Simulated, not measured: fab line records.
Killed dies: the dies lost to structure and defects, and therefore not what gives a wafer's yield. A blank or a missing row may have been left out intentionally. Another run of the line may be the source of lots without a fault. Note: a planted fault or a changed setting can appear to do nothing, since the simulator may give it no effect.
Matching of chambers || flow sky130 || SKY_POLY_GATE_ETCH_15 on rie-diel-03: 4 sister chambers
The step etches BARC in N2/H2, stops on SiO2, time 118.5 s, target depth 110 nm. 14 wafers are shown with their chamber, then 7 later ones without.

WAFERS PAIRED WITH THEIR CHAMBERS
{"wafer": "L383.2", "chamber": 1, "drypump-motor-current-A (A)": 6.6, "throttle-valve-pct (%)": 13.226, "oes-product-au (a.u.)": 0.712}
{"wafer": "L383.3", "chamber": 0, "drypump-motor-current-A (A)": 5.5, "throttle-valve-pct (%)": 13.203, "oes-product-au (a.u.)": 0.715}
{"wafer": "L383.4", "chamber": 3, "drypump-motor-current-A (A)": 5.7, "throttle-valve-pct (%)": 13.218, "oes-product-au (a.u.)": 0.719}
{"wafer": "L384.1", "chamber": 0, "drypump-motor-current-A (A)": 5.5, "throttle-valve-pct (%)": 13.214, "oes-product-au (a.u.)": 0.726}
{"wafer": "L384.5", "chamber": 1, "drypump-motor-current-A (A)": 6.6, "throttle-valve-pct (%)": 13.202, "oes-product-au (a.u.)": 0.722}
{"wafer": "L384.6", "chamber": 2, "drypump-motor-current-A (A)": 6.2, "throttle-valve-pct (%)": 13.199, "oes-product-au (a.u.)": 0.722}
{"wafer": "L392.3", "chamber": 0, "drypump-motor-current-A (A)": 5.5, "throttle-valve-pct (%)": 13.217, "oes-product-au (a.u.)": 0.711}
{"wafer": "L392.4", "chamber": 2, "drypump-motor-current-A (A)": 6.2, "throttle-valve-pct (%)": 13.218, "oes-product-au (a.u.)": 0.703}
{"wafer": "L392.5", "chamber": 3, "drypump-motor-current-A (A)": 5.7, "throttle-valve-pct (%)": 13.222, "oes-product-au (a.u.)": 0.717}
{"wafer": "L400.2", "chamber": 2, "drypump-motor-current-A (A)": 6.2, "throttle-valve-pct (%)": 13.207, "oes-product-au (a.u.)": 0.713}
{"wafer": "L400.3", "chamber": 0, "drypump-motor-current-A (A)": 5.6, "throttle-valve-pct (%)": 13.226, "oes-product-au (a.u.)": 0.711}
{"wafer": "L400.6", "chamber": 1, "drypump-motor-current-A (A)": 6.6, "throttle-valve-pct (%)": 13.207, "oes-product-au (a.u.)": 0.717}
{"wafer": "L402.1", "chamber": 3, "drypump-motor-current-A (A)": 5.7, "throttle-valve-pct (%)": 13.208, "oes-product-au (a.u.)": 0.708}
{"wafer": "L402.3", "chamber": 1, "drypump-motor-current-A (A)": 6.6, "throttle-valve-pct (%)": 13.223, "oes-product-au (a.u.)": 0.712}

SIGNATURES (means of the wafers above)
{"reading": "drypump-motor-current-A", "chamber 0": 5.525, "chamber 1": 6.600, "chamber 2": 6.200, "chamber 3": 5.700, "scatter within a chamber": 0.0274}
{"reading": "throttle-valve-pct", "chamber 0": 13.21500, "chamber 1": 13.21450, "chamber 2": 13.20800, "chamber 3": 13.21600, "scatter within a chamber": 0.00986}
{"reading": "oes-product-au", "chamber 0": 0.71575, "chamber 1": 0.71575, "chamber 2": 0.71267, "chamber 3": 0.71467, "scatter within a chamber": 0.00685}
Rule: distance of a wafer from a chamber = root of the sum over the readings of ((wafer's reading minus chamber's mean) / reading's scatter) squared. If the next closest chamber is less than 2 further off than the closest, the wafer can't be placed; otherwise it belongs to the closest. The scatter: take each reading less its chamber's mean, square it, sum over the shown wafers, divide by the number of wafers less the number of chambers, and take the root.

WAFERS WITHOUT THEIR CHAMBER
{"wafer": "L402.6", "drypump-motor-current-A (A)": 5.7, "throttle-valve-pct (%)": 13.200, "oes-product-au (a.u.)": 0.717}
{"wafer": "L405.3", "drypump-motor-current-A (A)": 5.7, "throttle-valve-pct (%)": 13.230, "oes-product-au (a.u.)": 0.719}
{"wafer": "L405.4", "drypump-motor-current-A (A)": 6.6, "throttle-valve-pct (%)": 13.212, "oes-product-au (a.u.)": 0.718}
{"wafer": "L405.6", "drypump-motor-current-A (A)": 6.6, "throttle-valve-pct (%)": 13.218, "oes-product-au (a.u.)": 0.713}
{"wafer": "L406.2", "drypump-motor-current-A (A)": 5.5, "throttle-valve-pct (%)": 13.200, "oes-product-au (a.u.)": 0.713}
{"wafer": "L406.3", "drypump-motor-current-A (A)": 6.2, "throttle-valve-pct (%)": 13.231, "oes-product-au (a.u.)": 0.713}
{"wafer": "L406.5", "drypump-motor-current-A (A)": 5.7, "throttle-valve-pct (%)": 13.212, "oes-product-au (a.u.)": 0.713}

WHICH CHAMBER EACH ONE RAN IN
{"wafer": "L402.6", "from the rows above": 3, "in truth": 3}
{"wafer": "L405.3", "from the rows above": 3, "in truth": 3}
{"wafer": "L405.4", "from the rows above": 1, "in truth": 1}
{"wafer": "L405.6", "from the rows above": 1, "in truth": 1}
{"wafer": "L406.2", "from the rows above": 0, "in truth": 0}
{"wafer": "L406.3", "from the rows above": 2, "in truth": 2}
{"wafer": "L406.5", "from the rows above": 3, "in truth": 3}
Correct placement for 7 of the 7. Not placeable from these rows: 0. Number placed wrongly: 0.
